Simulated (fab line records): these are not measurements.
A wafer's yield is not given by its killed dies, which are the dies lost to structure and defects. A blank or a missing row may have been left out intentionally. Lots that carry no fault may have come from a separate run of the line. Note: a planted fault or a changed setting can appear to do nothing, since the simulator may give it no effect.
Problem report, 8D (eight disciplines) form, completed by code -- flow sky130 -- the parts of the form that need people (team, actions taken, sign-off) are left out

## 1. PROBLEM STATEMENT
CAPM_TIN_RS at SKY_CAPM_RS_MEAS_03 reads a mean of 5.51 ohm/sq on 2 wafers of 1 lot; wafers without a fault read 6.92 ohm/sq with a standard deviation of 0.1. That is -14 standard deviations from the usual mean.
The step: measures by four-point-probe.
Earliest sighting: wafer L531.2 on film metro-04 at day 40 12:15. The record holds 15 wafers of 5 lots with a number at this step. By rule, "out" or "out of limits" means more than 4 standard deviations away from the usual mean. All remaining wafers that have a number are taken as sound.

## 2. WHAT IT IS, AND WHAT IT ISN'T
question,is,is not
which readings at this step,CAPM_TIN_RS,-
which lots,L531,"L520, L530, L533, L540"
which wafers of those lots,"L531.2, L531.5",L531.6
read on which gauges,film metro-04,film metro-03
when,from day 40 12:15,"up to then (7 sound wafers); but 6 sound wafers of L533, L540 came after"

## 3. SUSPECTS, AND WHAT RULES EACH OUT
Counting: a tool at a process step up to the reading stays a suspect if it ran every lot that is out. Sound lots after the first of them don't rule it out here, since some wafers of a struck lot are sound.
- ruled out: the gauge at SKY_CAPM_RS_MEAS_03. All the wafers that are out were read on film metro-04, but those of them that SKY_CAPM_SPUTTER_02 has rows for are out there too, on other tools.
- pvd sputter-02 at SKY_VIA2_SPUTTER_20 (material TiN, target thk 20 nm, time 80 s): kept. It ran the lot that is out, L531 (day 40 10:56).
- pvd sputter-03 at SKY_METAL3_SPUTTER_01 (material TiN, target thk 20 nm, time 16.7 s): kept. The lot that is out, L531, ran on it at day 40 11:54; the last sound lot it ran before that was L530, at day 40 08:38.
- pvd sputter-03 at SKY_METAL3_SPUTTER_02 (material AlCu, target thk 735 nm, time 39.1 s): kept. The lot that is out, L531, ran on it at day 40 11:55; the last sound lot it ran before that was L530, at day 40 08:40.
- pvd sputter-03 at SKY_METAL3_SPUTTER_03 (material Ti, target thk 5 nm, time 3.3 s): kept. The lot that is out, L531, ran on it at day 40 11:58; the last sound lot it ran before that was L530, at day 40 08:42.
- pvd sputter-04 at SKY_CAPM_SPUTTER_02 (material TiN, target thk 200 nm, time 166.7 s): kept. The lot that is out, L531, ran on it at day 40 12:07; the last sound lot it ran before that was L530, at day 40 08:51. On those wafers its own readings are out: cathode dc power W.
Left after counting: pvd sputter-02 at SKY_VIA2_SPUTTER_20, pvd sputter-03 at SKY_METAL3_SPUTTER_01, pvd sputter-03 at SKY_METAL3_SPUTTER_02, pvd sputter-03 at SKY_METAL3_SPUTTER_03, pvd sputter-04 at SKY_CAPM_SPUTTER_02.

## 4. THE CAUSE (what the simulator had put in)
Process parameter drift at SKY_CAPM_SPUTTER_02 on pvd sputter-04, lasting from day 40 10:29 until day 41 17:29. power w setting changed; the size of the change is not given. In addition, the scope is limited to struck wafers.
5 suspects survive the count, and this tool is in that group.

## 5. SEQUENCE OF EFFECTS, ordered by route
Each row: a reading whose mean over the struck wafers that have a number lies more than 3 standard deviations from the usual. Only readings whose record carries a usual standard deviation are examined. hours: median over the lots of the time between each lot's start at the first step of this table that gives one and its start at this step. sigmas: the change, counted in usual standard deviations.
hours,step,reading,usual,on struck wafers,change,sigmas
0,SKY_CAPM_SPUTTER_02,cathode dc power W,6499.9 W,8184.8,+1684.9,+99 or more
0,SKY_CAPM_RS_MEAS_03,CAPM_TIN_RS,6.92 ohm/sq,5.51,-1.41,-14
0,SKY_CAPM_THK_MEAS_04,CAPM_TIN_THK,201.6 nm,252.4,+50.8,+20
25,SKY_CAPM_METAL_ETCH_13,oes product au,0.940 a.u.,0.996,+0.056,+6.5
25,SKY_CAPM_METAL_ETCH_13,throttle valve pct,21.903 %,21.867,-0.036,-3.3
The process steps in it:
- SKY_CAPM_SPUTTER_02: material TiN, target thk 200 nm, time 166.7 s.
- SKY_CAPM_METAL_ETCH_13: etches TiN in Cl2/BCl3, stops on SiO2, target depth 220 nm, time 62.9 s.
Later steps that measure or inspect, where all struck wafers having a row at the step show a number for every such reading and not one has moved that far: SKY_CAPM_OVL_MEAS_12, SKY_METAL3_CD_MEAS_13, SKY_METAL3_OVL_MEAS_14.

## 6. HOW IT WOULD HAVE BEEN CAUGHT EARLIER
In this record the first reading out of limits at a measuring or inspecting step was taken at day 40 12:15, 2 hours after the fault began at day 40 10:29.
The tool's own readings at SKY_CAPM_SPUTTER_02 were out on every struck wafer that the step has a row for (cathode dc power W): an alarm limit on them would have fired on the first of those.
By day 40 12:15 the whole set of lots that are out, 1 in number, had already begun SKY_CAPM_SPUTTER_02 on pvd sputter-04. Had the tool been put on hold then, not one of them would have been saved.
